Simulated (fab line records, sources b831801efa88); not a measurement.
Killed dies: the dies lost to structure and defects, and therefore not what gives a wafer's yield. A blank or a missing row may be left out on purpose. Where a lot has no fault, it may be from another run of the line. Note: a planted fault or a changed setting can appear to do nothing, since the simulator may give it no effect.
What tool caused it?	flow sky130	Sampling: 24 lots, 72 wafers, 5 of 708 route steps

WHAT THE GAUGES READ, wafer by wafer
SKY_NWELL_OVL_MEAS_23. Usual: NWELL_01_OVL typically reads 0.3 nm, with standard deviation 1.7.
lot	measured	on	NWELL_01_OVL (nm)	flag
L074	day 5 13:14	overlay-02	-0.3 -2.0 -2.6	
L075	day 5 19:32	overlay-01	3.3 2.7 2.8	
L076	day 5 21:40	overlay-01	1.4 0.4 0.6	
L077	day 6 01:37	overlay-02	-0.8 -1.4 0.9	
L078	day 6 12:01	overlay-01	0.2 -0.9 -1.8	
L079	day 6 16:23	overlay-01	0.2 0.9 3.6	
L080	day 6 20:11	overlay-02	-0.1 0.4 -0.8	
L081	day 7 00:35	overlay-02	2.5 1.2 2.6	
L082	day 7 04:34	overlay-01	-3.5 -1.3 -0.1	
L083	day 7 13:31	overlay-01	-2.5 -3.3 -2.6	
L084	day 7 19:22	overlay-02	0.7 1.5 1.1	
L085	day 8 02:07	overlay-01	-1.1 -2.3 -2.0	
L086	day 8 07:44	overlay-01	0.3 -0.1 1.3	
L087	day 8 15:34	overlay-01	0.6 1.3 0.4	
L088	day 8 21:11	overlay-02	1.4 1.3 0.6	
L089	day 9 00:47	overlay-02	0.3 1.0 1.0	
L090	day 9 08:46	overlay-01	-0.9 0.6 -0.7	
L091	day 9 13:22	overlay-01	3.5 3.7 3.1	
L092	day 9 21:28	overlay-01	2.9 2.8 1.9	
L093	day 10 00:58	overlay-02	-3.4 -3.0 -3.1	
L094	day 10 09:55	overlay-02	-0.2 1.6 0.8	
L095	day 10 14:53	overlay-02	-0.1 1.9 0.8	
L096	day 10 17:17	overlay-02	0.5 1.3 0.2	
L097	day 10 23:08	overlay-02	1.6 0.3 -0.3	

SKY_VT_ADJUST_LVTN_TW_MEAS_10. Usual: VT_ADJUST_LVTN_TW typically reads 237.6, with standard deviation 1.5.
lot	measured	on	VT_ADJUST_LVTN_TW	flag
L074	day 7 03:55	film-metro-04	239.1 241.1 240.6	
L075	day 7 10:56	film-metro-04	240.9 240.1 241.3	
L076	day 7 12:52	film-metro-04	239.7 240.4 240.1	
L077	day 7 16:45	film-metro-04	239.6 239.5 239.2	
L078	day 8 04:31	film-metro-01	238.0 236.5 236.3	
L079	day 8 09:29	film-metro-03	237.0 236.8 237.1	
L080	day 8 13:35	film-metro-03	237.5 238.6 237.4	
L081	day 8 17:46	film-metro-01	238.0 237.3 237.3	
L082	day 8 22:31	film-metro-03	236.0 236.2 237.1	
L083	day 9 07:54	film-metro-01	237.2 235.4 237.6	
L084	day 9 14:36	film-metro-01	235.1 236.9 236.8	
L085	day 9 21:24	film-metro-03	238.4 237.4 238.0	
L086	day 10 03:25	film-metro-03	237.5 239.0 236.6	
L087	day 10 12:31	film-metro-01	237.7 237.0 237.4	
L088	day 10 17:31	film-metro-03	236.9 237.2 238.9	
L089	day 10 21:43	film-metro-01	238.8 236.5 236.2	
L090	day 11 05:48	film-metro-03	237.4 237.2 236.5	
L091	day 11 10:57	film-metro-03	236.2 236.7 236.6	
L092	day 11 21:15	film-metro-03	236.7 237.1 237.2	
L093	day 11 23:35	film-metro-01	236.8 238.1 236.8	
L094	day 12 10:17	film-metro-03	236.6 236.8 236.2	
L095	day 12 15:12	film-metro-03	236.3 236.1 234.7	
L096	day 12 18:46	film-metro-01	237.6 238.2 238.0	
L097	day 13 00:40	film-metro-01	238.2 237.3 236.2	

SKY_VT_ADJUST_PCH_OVL_MEAS_07. Usual: VT_ADJUST_PCH_OVL typically reads -1.5 nm, with standard deviation 1.4.
lot	measured	on	VT_ADJUST_PCH_OVL (nm)	flag
L074	day 10 16:14	overlay-02	-0.1 1.0 -1.0	
L075	day 11 00:37	overlay-02	-1.6 -3.5 -2.4	
L076	day 11 02:25	overlay-02	-2.4 -2.5 -2.7	
L077	day 11 08:22	overlay-02	-1.6 -4.0 -3.8	
L078	day 11 20:28	overlay-02	-2.4 -0.8 -1.9	
L079	day 12 04:07	overlay-02	-2.3 -3.7 -2.0	
L080	day 12 08:20	overlay-02	-2.9 -2.5 -2.3	
L081	day 12 13:44	overlay-02	-0.4 -1.5 -0.4	
L082	day 12 19:06	overlay-02	-0.6 0.3 0.4	
L083	day 13 05:58	overlay-02	-2.1 -3.0 -0.5	
L084	day 13 14:07	overlay-02	-1.8 -3.2 -2.8	
L085	day 13 21:05	overlay-02	-2.8 -2.5 -2.0	
L086	day 14 04:44	overlay-02	-3.4 -3.1 -2.5	
L087	day 14 14:59	overlay-01	-2.5 -5.0 -3.8	
L088	day 14 21:41	overlay-01	-3.1 -0.3 -0.3	
L089	day 15 03:19	overlay-01	-0.1 0.1 0.8	
L090	day 15 10:52	overlay-01	-3.3 -2.2 -1.2	
L091	day 15 17:29	overlay-02	0.2 -0.2 -0.5	
L092	day 16 05:43	overlay-01	-0.3 -0.5 -1.2	
L093	day 16 10:22	overlay-01	-1.0 -1.9 -1.7	
L094	day 16 19:03	overlay-01	2.0 1.3 0.2	
L095	day 17 02:44	overlay-02	-1.3 -0.3 -2.3	
L096	day 17 06:38	overlay-02	-1.6 -1.7 -1.2	
L097	day 17 12:35	overlay-02	0.5 -0.9 0.1	

SKY_GATE_OXIDE_OVL_MEAS_10. Usual: GATE_OXIDE_OVL typically reads -0.1 nm, with standard deviation 1.1.
lot	measured	on	GATE_OXIDE_OVL (nm)	flag
L074	day 14 02:26	overlay-02	-2.7 -0.8 -1.0	
L075	day 14 12:56	overlay-02	0.0 1.6 0.2	
L076	day 14 14:22	overlay-01	-1.6 1.2 0.5	
L077	day 14 18:40	overlay-01	0.2 2.8 -0.7	
L078	day 15 10:31	overlay-02	-1.4 -1.9 -1.3	
L079	day 15 15:47	overlay-01	0.5 0.8 0.4	
L080	day 15 22:17	overlay-02	-1.1 0.3 -2.0	
L081	day 16 07:47	overlay-02	-0.5 -1.4 -2.3	
L082	day 16 13:04	overlay-01	-2.4 -2.5 -2.0	
L083	day 17 02:04	overlay-01	3.3 2.0 1.8	
L084	day 17 09:34	overlay-01	0.8 0.1 0.6	
L085	day 17 19:32	overlay-01	1.6 0.8 1.1	
L086	day 18 01:25	overlay-01	-1.0 -0.6 -1.0	
L087	day 18 11:01	overlay-01	0.5 0.6 0.6	
L088	day 18 19:47	overlay-01	-0.3 0.4 0.0	
L089	day 19 01:50	overlay-02	-0.8 -0.5 -0.5	
L090	day 19 12:34	overlay-02	-0.2 -1.4 0.1	
L091	day 19 22:43	overlay-01	0.2 -1.1 1.2	
L092	day 20 09:28	overlay-02	0.0 1.3 1.6	
L093	day 20 12:34	overlay-02	0.1 0.6 0.1	
L094	day 20 21:10	overlay-02	0.0 0.4 1.7	
L095	day 21 09:43	overlay-01	-0.5 -0.8 -1.6	
L096	day 21 12:11	overlay-01	0.9 -0.8 1.3	
L097	day 21 17:19	overlay-01	-1.2 -0.3 0.1	

SKY_GATE_OXIDE_TW_MEAS_14. Usual: GATE_OXIDE_TW typically reads 223.1, with standard deviation 2.
lot	measured	on	GATE_OXIDE_TW	flag
L074	day 14 02:50	film-metro-04	222.6 221.7 222.1	
L075	day 14 13:34	film-metro-04	222.1 222.7 222.0	
L076	day 14 14:54	film-metro-02	224.1 224.0 223.4	
L077	day 14 19:04	film-metro-01	219.1 219.3 219.7	
L078	day 15 10:55	film-metro-04	224.5 225.1 224.3	
L079	day 15 16:16	film-metro-02	225.7 225.7 226.5	
L080	day 15 22:41	film-metro-02	225.5 225.2 224.5	
L081	day 16 08:10	film-metro-04	222.1 222.1 222.2	
L082	day 16 13:28	film-metro-04	222.7 221.8 222.8	
L083	day 17 02:28	film-metro-02	225.6 224.6 224.0	
L084	day 17 09:58	film-metro-02	224.9 224.6 225.3	
L085	day 17 19:55	film-metro-04	222.8 222.8 221.5	
L086	day 18 01:49	film-metro-01	221.9 219.3 220.4	
L087	day 18 11:25	film-metro-02	225.5 224.8 225.3	
L088	day 18 20:20	film-metro-04	223.3 223.1 223.0	
L089	day 19 02:13	film-metro-02	226.4 225.2 227.2	
L090	day 19 12:58	film-metro-02	225.1 225.4 225.0	
L091	day 19 23:07	film-metro-04	220.9 221.3 221.2	
L092	day 20 09:51	film-metro-01	218.6 218.9 219.7	
L093	day 20 12:58	film-metro-04	224.4 223.0 222.9	
L094	day 20 21:33	film-metro-04	223.7 223.5 223.6	
L095	day 21 10:07	film-metro-04	223.1 223.8 222.5	
L096	day 21 12:35	film-metro-01	220.8 221.0 221.2	
L097	day 21 17:43	film-metro-01	221.8 221.5 221.0	

WHAT TOOL EACH LOT RAN ON (gives the tool, then ch and the chambers of the sampled wafers, and finally the start)
Record: no process step prior to these readings.

WHAT THE TOOLS THEMSELVES READ (means of the sampled wafers that have a number; where no wafer has one, the mark that the record gives instead)
The record holds no such reading with a usual standard deviation.

THE ANSWER, worked out from the rows above alone
Rule: lot off if the mean of its wafers having a number is beyond 3 standard deviations from the usual mean. Also off: a lot with no number at a reading for which 4 or more lots have one. Where the step has rows for the other lots, those lots are counted as sound. First the gauges in route order, then the tools' own readings, where a lot's mean is used as printed above. The first step at which some lot is off is used, and at that step the reading that is off furthest; a lot without a number counts as furthest.
Across all readings shown, no lot is off: no conclusion can be drawn from this.

WHAT THE SIMULATOR PUT IN
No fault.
